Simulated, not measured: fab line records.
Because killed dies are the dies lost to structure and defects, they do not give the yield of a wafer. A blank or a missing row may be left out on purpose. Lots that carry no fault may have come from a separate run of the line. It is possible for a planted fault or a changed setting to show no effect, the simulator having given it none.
Which of the tools did it?    flow gf180mcu    Sampling: 12 lots, 36 wafers, 6 of 602 route steps

== WHAT EACH GAUGE READ, for each wafer ==
GF_V5_BOW_MEAS_05. Usual: for V5_BOW the level is 133 um and the standard deviation is 10.
lot   measured      on             V5_BOW (um)  flag
L632  day 26 17:47  film_metro-01  129 133 154  
L633  day 26 23:11  film_metro-02  106 134 125  
L635  day 27 18:57  film_metro-01  142 137 130  
L639  day 29 04:24  film_metro-02  139 131 141  
L640  day 29 07:17  film_metro-02  118 131 122  
L641  day 29 20:08  film_metro-02  124 116 122  
L646  day 30 23:38  film_metro-01  123 126 123  
L650  day 32 07:44  film_metro-03  129 128 122  
L651  day 32 08:23  film_metro-03  117 134 126  
L652  day 32 09:25  film_metro-02  149 139 134  
L653  day 32 13:53  film_metro-02  129 138 137  
L654  day 32 19:46  film_metro-02  140 134 127  

GF_V5_THK_MEAS_25: measures by xrf. Usual: for V5_W_THK the level is 360 nm and the standard deviation is 4.4.
lot   measured      on             V5_W_THK (nm)  flag
L632  day 27 15:17  film_metro-03  366 370 367    
L633  day 27 20:58  film_metro-01  362 358 358    
L635  day 28 15:49  film_metro-03  355 363 364    
L639  day 30 00:29  film_metro-02  358 356 357    
L640  day 30 03:40  film_metro-01  349 362 355    
L641  day 30 15:38  film_metro-02  359 358 361    
L646  day 31 18:50  film_metro-02  356 358 361    
L650  day 33 01:13  film_metro-02  360 362 358    
L651  day 33 02:23  film_metro-02  350 361 354    
L652  day 33 03:17  film_metro-03  362 368 355    
L653  day 33 07:06  film_metro-03  364 363 364    
L654  day 33 12:51  film_metro-03  368 366 369    

GF_TOP_METAL_RS_MEAS_05: the measuring method here is four-point-probe. Usual: for TOP_METAL_ALCU_RS the level is 0.03278 ohm/sq and the standard deviation is 0.00028.
lot   measured      on             TOP_METAL_ALCU_RS (ohm/sq)                       flag
L632  day 27 15:52  film_metro-04  0.03288 0.03273 0.03271                          
L633  day 27 21:34  film_metro-03  0.03319 0.03277 0.03286                          
L635  day 28 16:25  film_metro-03  0.03297 0.03293 0.03252                          
L639  day 30 01:04  film_metro-02  0.03247 0.03245 0.03271                          
L640  day 30 04:14  film_metro-04  0.03313 0.033 0.03314                            
L641  day 30 16:14  film_metro-04  0.03235 0.03252 0.03246                          
L646  day 31 19:27  film_metro-03  0.03271 0.0324 0.03269                           
L650  day 33 01:47  film_metro-02  0.03253 0.03241 0.02536 0.03253 0.03239 0.02535  OFF
L651  day 33 03:00  film_metro-02  0.02547 0.03261 0.0327 0.02547 0.03258 0.0328    OFF
L652  day 33 03:52  film_metro-02  0.03288 0.03256 0.03282                          
L653  day 33 07:43  film_metro-02  0.03279 0.03269 0.03294                          
L654  day 33 13:28  film_metro-04  0.03255 0.03244 0.03268                          

GF_TOP_METAL_THK_MEAS_06: measures by xrf. Usual: for TOP_METAL_ALCU_THK the level is 904 nm and the standard deviation is 9.
lot   measured      on             TOP_METAL_ALCU_THK (nm)    flag
L632  day 27 15:59  film_metro-04  894 902 903                
L633  day 27 21:40  film_metro-03  902 907 906                
L635  day 28 16:31  film_metro-03  904 908 912                
L639  day 30 01:11  film_metro-02  918 918 910                
L640  day 30 04:22  film_metro-04  893 897 894                
L641  day 30 16:20  film_metro-04  911 906 916                
L646  day 31 19:32  film_metro-03  903 916 905                
L650  day 33 04:31  film_metro-02  913 914 1172 914 919 1174  OFF
L651  day 33 08:38  film_metro-02  1164 908 907 1168 914 908  OFF
L652  day 33 03:59  film_metro-02  903 909 902                
L653  day 33 07:48  film_metro-02  906 911 905                
L654  day 33 13:33  film_metro-04  906 908 901                

== WHICH TOOL RAN EACH LOT (tool, then ch and the chambers of the sampled wafers, then the start) ==
lot   GF_V5_SPUTTER_22              GF_TOP_METAL_SPUTTER_02
L632  pvd_sputter-02, day 27 15:01  pvd_sputter-04, day 27 15:47
L633  pvd_sputter-01, day 27 20:41  pvd_sputter-04, day 27 21:27
L635  pvd_sputter-03, day 28 15:32  pvd_sputter-02, day 28 16:18
L639  pvd_sputter-01, day 30 00:13  pvd_sputter-01, day 30 00:59
L640  pvd_sputter-02, day 30 03:23  pvd_sputter-01, day 30 04:09
L641  pvd_sputter-01, day 30 15:22  pvd_sputter-01, day 30 16:07
L646  pvd_sputter-03, day 31 18:32  pvd_sputter-04, day 31 19:18
L650  pvd_sputter-02, day 33 00:56  pvd_sputter-01, day 33 01:42
L651  pvd_sputter-03, day 33 02:05  pvd_sputter-01, day 33 02:51
L652  pvd_sputter-03, day 33 03:01  pvd_sputter-02, day 33 03:47
L653  pvd_sputter-02, day 33 06:48  pvd_sputter-04, day 33 07:34
L654  pvd_sputter-03, day 33 12:34  pvd_sputter-02, day 33 13:19
- GF_V5_SPUTTER_22: material TiN, target thk 10 nm, time 40 s.
- GF_TOP_METAL_SPUTTER_02: material AlCu, target thk 900 nm, time 47.82 s.

== AS READ BY THE TOOLS THEMSELVES (means over the sampled wafers that have a number; for cases with no such wafer, the mark the record gives instead) ==
GF_V5_SPUTTER_22. Usual: cathode_dc_power_W 4000.0 W, standard deviation 0.75; throttle_valve_pct 30.5 %, standard deviation 1.6.
lot   tool            cathode_dc_power_W (W)  throttle_valve_pct (%)  flag
L632  pvd_sputter-02  4000.1                  29.2                    
L633  pvd_sputter-01  4000.7                  29.1                    
L635  pvd_sputter-03  4000.7                  31.8                    
L639  pvd_sputter-01  3999.2                  30.2                    
L640  pvd_sputter-02  3999.4                  28.6                    
L641  pvd_sputter-01  3999.8                  30.1                    
L646  pvd_sputter-03  3999.9                  30.3                    
L650  pvd_sputter-02  4000.0                  30.0                    
L651  pvd_sputter-03  3999.8                  30.5                    
L652  pvd_sputter-03  3999.4                  30.9                    
L653  pvd_sputter-02  4000.1                  30.2                    
L654  pvd_sputter-03  3999.4                  31.4                    

GF_TOP_METAL_SPUTTER_02. Usual: cathode_dc_power_W 10600 W, standard deviation 2; throttle_valve_pct 30.1 %, standard deviation 1.4.
lot   tool            cathode_dc_power_W (W)  throttle_valve_pct (%)  flag
L632  pvd_sputter-04  10601                   30.0                    
L633  pvd_sputter-04  10601                   30.2                    
L635  pvd_sputter-02  10598                   31.0                    
L639  pvd_sputter-01  10600                   29.0                    
L640  pvd_sputter-01  10599                   30.2                    
L641  pvd_sputter-01  10600                   29.9                    
L646  pvd_sputter-04  10597                   30.1                    
L650  pvd_sputter-01  10601                   29.8                    
L651  pvd_sputter-01  10600                   30.0                    
L652  pvd_sputter-02  10601                   29.3                    
L653  pvd_sputter-04  10602                   30.4                    
L654  pvd_sputter-02  10601                   30.2                    

== THE ANSWER, worked out from the rows above alone ==
Rule: take the mean of a lot's wafers that have a number; if it is more than 3 standard deviations from the usual mean, the lot is off. A lot without any number at a reading at which 4 lots or more have one is off too. Where the step has rows for the other lots, those lots are counted as sound. Order of review: gauges by route order, followed by the tools' own readings, for which a lot's mean as printed above is used. The first step at which some lot is off is used, and at that step the reading that is off furthest; a lot without a number counts as furthest.
Off: L650, L651, seen at GF_TOP_METAL_RS_MEAS_05 (TOP_METAL_ALCU_RS).
A tool fits if, at a process step before that reading, it ran every lot that is off, and no sound lot after the first of them. The gauges at GF_TOP_METAL_RS_MEAS_05 are tried like those tools. One candidate fits, namely pvd_sputter-01 at GF_TOP_METAL_SPUTTER_02. Its last sound lot is L641 (day 30 16:07), its first lot that is off L650 (day 33 01:42): a fault that began between those two fits.

== WHAT THE SIMULATOR PUT IN ==
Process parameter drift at GF_TOP_METAL_SPUTTER_02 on pvd_sputter-01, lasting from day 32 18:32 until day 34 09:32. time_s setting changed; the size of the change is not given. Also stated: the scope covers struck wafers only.
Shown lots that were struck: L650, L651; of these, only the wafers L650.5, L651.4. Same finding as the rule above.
